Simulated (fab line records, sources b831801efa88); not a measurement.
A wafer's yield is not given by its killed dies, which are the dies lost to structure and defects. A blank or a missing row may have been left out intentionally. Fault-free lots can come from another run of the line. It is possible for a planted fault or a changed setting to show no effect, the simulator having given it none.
Which tool did it? ; flow sky130 ; Sampling: 13 lots, 39 wafers, 4 of 708 route steps

== WHAT THE GAUGES READ, wafer by wafer ==
SKY_SONOS_TUNNEL_OVL_MEAS_08.
lot;measured;on;SONOS_TUNNEL_OVL (nm)
L957;day 11 06:47;overlay-01;1.1 1.1 1.7
L958;day 11 19:10;overlay-01;1.7 0.6 -0.6
L960;day 12 03:46;overlay-02;1.1 2.7 1.9
L961;day 12 16:53;overlay-01;1.9 0.8 1.9
L962;day 13 05:34;overlay-01;2.1 1.3 2.5
L963;day 13 21:50;overlay-01;0.2 0.4 -0.8
L964;day 13 22:08;overlay-02;1.2 2.0 -0.8
L966;day 14 07:38;overlay-01;1.9 1.7 2.4
L968;day 15 03:44;overlay-01;2.6 1.7 4.4
L969;day 15 13:37;overlay-01;0.0 -0.6 -2.7
L970;day 15 22:04;overlay-02;1.8 1.4 0.6
L971;day 15 23:11;overlay-02;3.3 3.4 3.0
L977;day 18 07:11;overlay-02;0.0 0.1 -1.5

SKY_CONTACT_CD_MEAS_14: target cd 170 nm.
lot;measured;on;cd-nm (nm)
L957;day 31 07:46;cd-sem-01;170.7 169.3 170.5
L958;day 31 18:46;cd-sem-02;169.3 170.0 168.9
L960;day 32 07:06;cd-sem-01;171.6 173.0 171.4
L961;day 33 00:51;cd-sem-01;169.7 167.7 169.9
L962;day 33 15:13;cd-sem-01;171.2 170.6 171.8
L963;day 34 03:16;cd-sem-02;169.2 169.4 169.9
L964;day 34 01:20;cd-sem-01;170.2 169.8 169.7
L966;day 34 16:19;cd-sem-02;170.0 169.4 171.5
L968;day 36 00:43;cd-sem-02;169.5 170.9 169.9
L969;day 36 03:40;cd-sem-02;168.9 170.8 168.8
L970;day 36 04:30;cd-sem-02;171.3 170.7 171.3
L971;day 36 05:17;cd-sem-02;171.1 171.7 172.4
L977;day 38 07:05;cd-sem-02;168.5 169.7 170.2

SKY_CONTACT_OVL_MEAS_15.
lot;measured;on;CONTACT_OVL (nm)
L957;day 31 07:53;overlay-01;-5 -5 -9
L958;day 31 18:53;overlay-02;-3 -5 -5
L960;day 32 07:13;overlay-01;-7 -7 -4
L961;day 33 00:56;overlay-01;-2 -5 -5
L962;day 33 15:20;overlay-02;-1 -3 -3
L963;day 34 03:23;overlay-02;-1 -2 -6
L964;day 34 01:26;overlay-01;-5 -7 -11
L966;day 34 16:26;overlay-01;-6 -6 -8
L968;day 36 00:50;overlay-01;-5 -11 -8
L969;day 36 03:47;overlay-01;-5 -10 -7
L970;day 36 04:37;overlay-02;-7 -4 -4
L971;day 36 05:23;overlay-02;4 4 -1
L977;day 38 07:11;overlay-01;1 0 -6

== TOOL THAT RAN EACH LOT (tool first, then ch and the chambers of the sampled wafers, then the start) ==
lot;SKY_NWELL_EXPOSE_07
L957;iline-stepper-01 ch 0, day 4 04:50
L958;iline-stepper-01 ch 0, day 4 11:53
L960;iline-stepper-02 ch 0, day 4 19:41
L961;iline-stepper-02 ch 0, day 5 04:43
L962;iline-stepper-01 ch 0, day 5 13:57
L963;iline-stepper-01 ch 0, day 6 00:41
L964;iline-stepper-01 ch 0, day 6 01:16
L966;iline-stepper-02 ch 0, day 6 08:34
L968;iline-stepper-02 ch 0, day 6 23:14
L969;iline-stepper-02 ch 0, day 7 03:41
L970;iline-stepper-02 ch 0, day 7 10:48
L971;iline-stepper-01 ch 0, day 7 11:06
L977;iline-stepper-02 ch 0, day 9 03:47
- SKY_NWELL_EXPOSE_07: exposes mask NWM, target cd 840 nm.

== AS READ BY THE TOOLS THEMSELVES (means over the sampled wafers that have a number; for cases with no such wafer, the mark the record gives instead) ==
SKY_NWELL_EXPOSE_07.
lot;tool;reticle-temp-C (C)
L957;iline-stepper-01;22.85
L958;iline-stepper-01;22.97
L960;iline-stepper-02;22.97
L961;iline-stepper-02;23.12
L962;iline-stepper-01;23.10
L963;iline-stepper-01;22.93
L964;iline-stepper-01;22.92
L966;iline-stepper-02;23.11
L968;iline-stepper-02;23.09
L969;iline-stepper-02;23.02
L970;iline-stepper-02;22.84
L971;iline-stepper-01;22.97
L977;iline-stepper-02;23.01

== THE ANSWER, worked out from the rows above alone ==
Rule: the lots themselves supply what counts as usual. Put in order of their means at a reading, lots are off if they are a third of the lots or fewer, leave a main group of 4 or more, and stand apart from it by a gap of 3 or more times the standard deviation of the main group's means; of several such gaps the widest counts. A main group whose means are all the same, to the digits that the tables above print for the reading, isn't used. A lot without any number at a reading at which 4 lots or more have one is off too. The other lots that the step has rows for count as sound. The gauges are gone through in route order, then the tools' own readings, and for those a lot's mean is taken as printed above. The first step at which some lot is off is used, and at that step the reading that is off furthest; a lot without a number counts as furthest.
No lot is off on any of the readings shown, so nothing can be concluded from this.

== WHAT THE SIMULATOR HAD PUT IN ==
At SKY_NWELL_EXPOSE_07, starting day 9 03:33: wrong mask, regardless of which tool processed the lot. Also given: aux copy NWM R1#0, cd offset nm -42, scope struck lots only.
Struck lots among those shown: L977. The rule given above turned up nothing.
